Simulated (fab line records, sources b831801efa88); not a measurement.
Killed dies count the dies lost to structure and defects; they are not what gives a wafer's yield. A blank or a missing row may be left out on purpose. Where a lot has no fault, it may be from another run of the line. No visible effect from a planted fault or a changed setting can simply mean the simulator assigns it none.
Split-lot trial + flow sfq-line + on a route of 325 steps: 5 lots, 27 wafers read

ON THE SPLIT
At SFQ_TRILAYER_M8_DEP_EVAP_198 (material Pt, target thk 50 nm, time 250 s), the setting time-s was moved away from the recipe's 250 s on 9 of the 27 wafers read, by -44.8% to +36.4%. This setting was run at the recipe's value on the other wafers.

The reading comes from the split's own step.

THE READING
Pt_of_TRILAYER_M8_DEP_EVAP_198.thk-nm (the simulator's own value, which no gauge read), in nm, at SFQ_TRILAYER_M8_DEP_EVAP_198 (material Pt, target thk 50 nm, time 250 s). There is no usual value for it anywhere in the file. Here, 18 wafers ran the recipe; their average is 49.96 nm with a standard deviation of 0.75 nm.

| wafer  | tool, chamber at the split | time-s as run, s | against the recipe | Pt_of_TRILAYER_M8_DEP_EVAP_198.thk-nm, nm | against lot-mates on the recipe |
|--------|----------------------------|------------------|--------------------|-------------------------------------------|---------------------------------|
| L075.1 | pvd-sputter-01, -          | 340.9            | +36.4%             | 68.15                                     | +19.17                          |
| L075.2 | pvd-sputter-01, -          | 250              | recipe             | 49.17                                     | -                               |
| L075.3 | pvd-sputter-01, -          | 250              | recipe             | 48.66                                     | -                               |
| L075.4 | pvd-sputter-01, -          | 250              | recipe             | 49.1                                      | -                               |
| L075.5 | pvd-sputter-01, -          | 340.9            | +36.4%             | 67.97                                     | +18.99                          |
| L075.6 | pvd-sputter-01, -          | 340.9            | +36.4%             | 67.42                                     | +18.44                          |
| L078.1 | pvd-sputter-02, -          | 331.7            | +32.7%             | 65.54                                     | +15.20                          |
| L078.2 | pvd-sputter-02, -          | 331.7            | +32.7%             | 66.89                                     | +16.55                          |
| L078.3 | pvd-sputter-02, -          | 331.7            | +32.7%             | 66.89                                     | +16.55                          |
| L078.4 | pvd-sputter-02, -          | 250              | recipe             | 49.94                                     | -                               |
| L078.5 | pvd-sputter-02, -          | 250              | recipe             | 50.5                                      | -                               |
| L078.6 | pvd-sputter-02, -          | 250              | recipe             | 50.57                                     | -                               |
| L079.1 | pvd-sputter-01, -          | 250              | recipe             | 49.78                                     | -                               |
| L079.2 | pvd-sputter-01, -          | 138              | -44.8%             | 26.88                                     | -22.76                          |
| L079.3 | pvd-sputter-01, -          | 250              | recipe             | 49.62                                     | -                               |
| L079.4 | pvd-sputter-01, -          | 138              | -44.8%             | 27.46                                     | -22.18                          |
| L079.5 | pvd-sputter-01, -          | 138              | -44.8%             | 27.36                                     | -22.28                          |
| L079.6 | pvd-sputter-01, -          | 250              | recipe             | 49.52                                     | -                               |
| L080.1 | pvd-sputter-02, -          | 250              | recipe             | 50.56                                     | -                               |
| L080.3 | pvd-sputter-02, -          | 250              | recipe             | 51.46                                     | -                               |
| L080.6 | pvd-sputter-02, -          | 250              | recipe             | 51.09                                     | -                               |
| L082.1 | pvd-sputter-02, -          | 250              | recipe             | 49.81                                     | -                               |
| L082.2 | pvd-sputter-02, -          | 250              | recipe             | 49.68                                     | -                               |
| L082.3 | pvd-sputter-02, -          | 250              | recipe             | 49.18                                     | -                               |
| L082.4 | pvd-sputter-02, -          | 250              | recipe             | 50.77                                     | -                               |
| L082.5 | pvd-sputter-02, -          | 250              | recipe             | 50.52                                     | -                               |
| L082.6 | pvd-sputter-02, -          | 250              | recipe             | 49.33                                     | -                               |

FIT RESULTS
A straight line over all 27 wafers: Pt_of_TRILAYER_M8_DEP_EVAP_198.thk-nm changes by +0.502 nm for each +1% of time-s; r = +1.00; the points scatter about the line by 0.7 nm.
The same after taking each lot's own level away (the mean of its wafers on the recipe; 27 wafers): +0.504 nm for each +1%; r = +1.00; scatter 0.49 nm.
The reading moves by 23 nm for the largest change in time-s, on that fit.
Measured against the standard deviation above, the lots' own levels, which go from 48.977 to 51.037 nm, span 2.8 times it.
The two slopes are in agreement: the lot-to-lot level therefore moves the slope only a little.
Check: -22.5 nm against its lot-mates is what the line predicts for one of the wafers moved furthest among these (-44.8%) when that wafer is left out of the fit. It came out at -22.8 nm against them.

FURTHER SPLITS ON THESE WAFERS
Note: prior to the reading, these wafers also went through further splits. Each is held against what the fit with the lots' levels taken away leaves over:
| other split on the same wafers                    | wafers away from the commonest value | r with Pt_of_TRILAYER_M8_DEP_EVAP_198.thk-nm (lot level and that fit taken away) |
|---------------------------------------------------|--------------------------------------|----------------------------------------------------------------------------------|
| SFQ_TRILAYER_R5_DEP_SPUTTER_134 time-s            | 12                                   | -0.14                                                                            |
| SFQ_TRILAYER_C5_BARC_OPEN_VIA_ETCH_210 time-s     | 9                                    | +0.31                                                                            |
| SFQ_TRILAYER_I6_VIA_BARC_OPEN_VIA_ETCH_235 time-s | 9                                    | -0.11                                                                            |
| SFQ_TRILAYER_I7_DEP_PECVD_183 time-s              | 12                                   | +0.27                                                                            |

THE FILE'S OWN FIT
Pt_of_TRILAYER_M8_DEP_EVAP_198.thk-nm changes by +0.504 nm for each +1% of time-s, r = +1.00.
